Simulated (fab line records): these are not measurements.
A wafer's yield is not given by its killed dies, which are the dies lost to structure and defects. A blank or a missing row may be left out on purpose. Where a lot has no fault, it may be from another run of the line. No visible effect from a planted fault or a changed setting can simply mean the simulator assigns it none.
The tool behind it: which one? + flow sky130 + Sampling: 14 lots, 42 wafers, 2 of 708 route steps

WHAT THE GAUGES READ, wafer by wafer
SKY_LDD_P_TW_MEAS_11. Usual: LDD_P_TW typically reads 639, with standard deviation 3.
| lot  | measured     | on           | LDD_P_TW                | flag |
|------|--------------|--------------|-------------------------|------|
| L844 | day 19 13:55 | filmMetro-02 | 637 637 638             |      |
| L842 | day 19 14:44 | filmMetro-02 | 637 636 632             |      |
| L847 | day 20 21:26 | filmMetro-04 | 640 640 639             |      |
| L846 | day 20 22:20 | filmMetro-03 | 641 640 640             |      |
| L845 | day 20 22:38 | filmMetro-02 | 635 634 637             |      |
| L849 | day 22 10:04 | filmMetro-03 | 641 637 641             |      |
| L848 | day 22 12:04 | filmMetro-03 | 640 638 639             |      |
| L851 | day 23 08:07 | filmMetro-02 | 641 642 643             |      |
| L850 | day 23 10:47 | filmMetro-02 | 613 612 613 614 612 616 | OFF  |
| L853 | day 23 14:25 | filmMetro-04 | 619 610 617 617 617 613 | OFF  |
| L860 | day 25 18:04 | filmMetro-02 | 634 632 634             |      |
| L861 | day 25 20:43 | filmMetro-04 | 638 638 636             |      |
| L862 | day 26 08:37 | filmMetro-04 | 636 637 638             |      |
| L864 | day 27 03:14 | filmMetro-02 | 633 632 635             |      |

WHAT TOOL EACH LOT RAN ON (gives the tool, then ch and the chambers of the sampled wafers, and finally the start)
| lot  | SKY_LDD_P_IMPLANT_09            |
|------|---------------------------------|
| L844 | implanter-02 ch 0, day 19 13:41 |
| L842 | implanter-03 ch 0, day 19 14:31 |
| L847 | implanter-03 ch 0, day 20 21:11 |
| L846 | implanter-04 ch 0, day 20 22:05 |
| L845 | implanter-03 ch 0, day 20 22:23 |
| L849 | implanter-02 ch 0, day 22 09:49 |
| L848 | implanter-03 ch 0, day 22 11:49 |
| L851 | implanter-02 ch 0, day 23 07:52 |
| L850 | implanter-02 ch 0, day 23 10:34 |
| L853 | implanter-02 ch 0, day 23 14:10 |
| L860 | implanter-03 ch 0, day 25 17:49 |
| L861 | implanter-03 ch 0, day 25 20:29 |
| L862 | implanter-03 ch 0, day 26 08:22 |
| L864 | implanter-03 ch 0, day 27 03:01 |
- SKY_LDD_P_IMPLANT_09

WHAT THE TOOLS THEMSELVES READ (means of the sampled wafers that have a number; where no wafer has one, the mark that the record gives instead)
SKY_LDD_P_IMPLANT_09. Usual: beamEnergyKeV reads 24.998 (standard deviation 0.0088).
| lot  | tool         | beamEnergyKeV | flag |
|------|--------------|---------------|------|
| L844 | implanter-02 | 25.007        |      |
| L842 | implanter-03 | 24.995        |      |
| L847 | implanter-03 | 25.013        |      |
| L846 | implanter-04 | 25.004        |      |
| L845 | implanter-03 | 25.004        |      |
| L849 | implanter-02 | 25.006        |      |
| L848 | implanter-03 | 24.992        |      |
| L851 | implanter-02 | 24.996        |      |
| L850 | implanter-02 | 21.386        | OFF  |
| L853 | implanter-02 | 21.386        | OFF  |
| L860 | implanter-03 | 25.000        |      |
| L861 | implanter-03 | 24.997        |      |
| L862 | implanter-03 | 24.997        |      |
| L864 | implanter-03 | 24.985        |      |

THE ANSWER, worked out from the rows above alone
Rule: take the mean of a lot's wafers that have a number; if it is more than 3 standard deviations from the usual mean, the lot is off. Also off: a lot with no number at a reading for which 4 or more lots have one. Where the step has rows for the other lots, those lots are counted as sound. First the gauges in route order, then the tools' own readings, where a lot's mean is used as printed above. At the first step where some lot is off, the reading lying furthest off is the one used; lots without a number count as furthest.
Off: at SKY_LDD_P_TW_MEAS_11 (LDD_P_TW), L850, L853.
If a tool, at a process step before that reading, ran all the lots that are off and no sound lot after the first of them, it fits. The gauges at SKY_LDD_P_TW_MEAS_11 aren't tried: what is off there is off at SKY_LDD_P_IMPLANT_09 too, on other tools, and a gauge's error can't cause that. One fits: implanter-02 at SKY_LDD_P_IMPLANT_09. Its last sound lot is L851 (day 23 07:52), its first lot that is off L850 (day 23 10:34): a fault that began between those two fits.
On the lots that are off, the tool's own readings at SKY_LDD_P_IMPLANT_09 differ by more than 5 times the standard deviation of the sound lots' means, which bears it out; beamEnergyKeV reads 21.386 there versus 25.000 on the sound lots.

WHAT THE SIMULATOR HAD PUT IN
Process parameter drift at SKY_LDD_P_IMPLANT_09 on implanter-02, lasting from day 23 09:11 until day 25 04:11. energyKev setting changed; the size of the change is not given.
Struck lots among those shown: L850, L853. The rule above reached the same finding.
